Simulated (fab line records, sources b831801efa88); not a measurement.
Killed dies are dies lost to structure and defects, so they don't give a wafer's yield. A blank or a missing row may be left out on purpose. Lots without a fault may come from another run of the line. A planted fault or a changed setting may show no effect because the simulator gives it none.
Which tool did it? | flow gf180mcu | 14 lots, 41 wafers sampled, at 2 steps of a route of 602

WHAT THE GAUGES READ, wafer by wafer
GF_V5_OVL_MEAS_15.
lot  | measured     | on         | V5_OVL (nm)
L955 | day 27 20:24 | overlay-01 | -10 2 -19
L956 | day 28 07:21 | overlay-02 | -8 -11 -13
L957 | day 28 17:27 | overlay-01 | 0 -2 -5
L959 | day 28 22:33 | overlay-01 | 8 -7 -1
L960 | day 29 06:59 | overlay-01 | -6 -6 -12
L962 | day 29 16:36 | overlay-01 | -4 -6 -1
L961 | day 29 17:31 | overlay-01 | -8 -4 -2
L963 | day 30 11:20 | overlay-01 | -1 9 -6
L965 | day 30 17:48 | overlay-01 | 3 -5 -4
L970 | day 32 02:26 | overlay-02 | 1 7 -1
L973 | day 32 17:38 | overlay-02 | -13 -12 -12
L974 | day 33 00:21 | overlay-01 | -10 -11 -10
L976 | day 33 03:04 | overlay-01 | -15 -9
L977 | day 33 03:22 | overlay-02 | -1 -3 -7

WHICH TOOL RAN EACH LOT (tool, then ch and the chambers of the sampled wafers, then the start)
lot  | GF_V5_CVD_02
L955 | pecvd-03 ch 0,1,2, day 26 23:47
L956 | pecvd-01 ch 0,1,2, day 27 10:36
L957 | pecvd-03 ch 0,2, day 27 21:26
L959 | pecvd-04 ch 0,1,2, day 28 03:02
L960 | pecvd-04 ch 0,1,2, day 28 11:02
L962 | pecvd-03 ch 0,2, day 28 21:21
L961 | pecvd-01 ch 0,1,2, day 28 22:04
L963 | pecvd-04 ch 0,1, day 29 16:05
L965 | pecvd-03 ch 0,1, day 29 22:20
L970 | pecvd-03 ch 0,1,2, day 31 08:10
L973 | pecvd-03 ch 0,1,2, day 31 23:58
L974 | pecvd-01 ch 0,1,2, day 32 06:58
L976 | pecvd-03 ch 1,2, day 32 10:19
L977 | pecvd-01 ch 0,1,2, day 32 10:55
- GF_V5_CVD_02: deposits SiO2 from TEOS, target thk 1450 nm, time 163.28 s.

WHAT THE TOOLS THEMSELVES READ (means of the sampled wafers that have a number; where no wafer has one, the mark that the record gives instead)
GF_V5_CVD_02.
lot  | tool     | heater_power_w (W)
L955 | pecvd-03 | 810
L956 | pecvd-01 | 740
L957 | pecvd-03 | 688
L959 | pecvd-04 | 701
L960 | pecvd-04 | 749
L962 | pecvd-03 | 732
L961 | pecvd-01 | 764
L963 | pecvd-04 | 671
L965 | pecvd-03 | 734
L970 | pecvd-03 | 661
L973 | pecvd-03 | 821
L974 | pecvd-01 | 737
L976 | pecvd-03 | 773
L977 | pecvd-01 | 693

THE ANSWER, worked out from the rows above alone
Rule: what is usual is taken from the lots themselves. Put in order of their means at a reading, lots are off if they are a third of the lots or fewer, leave a main group of 4 or more, and stand apart from it by a gap of 3 or more times the standard deviation of the main group's means; of several such gaps the widest counts. A main group whose means are all the same, to the digits that the tables above print for the reading, isn't used. A lot without any number at a reading at which 4 lots or more have one is off too. The other lots that the step has rows for count as sound. The gauges are gone through in route order, then the tools' own readings, and for those a lot's mean is taken as printed above. The first step at which some lot is off is used, and at that step the reading that is off furthest; a lot without a number counts as furthest.
No lot is off at any reading shown: from this, nothing can be told.

WHAT THE SIMULATOR HAD PUT IN
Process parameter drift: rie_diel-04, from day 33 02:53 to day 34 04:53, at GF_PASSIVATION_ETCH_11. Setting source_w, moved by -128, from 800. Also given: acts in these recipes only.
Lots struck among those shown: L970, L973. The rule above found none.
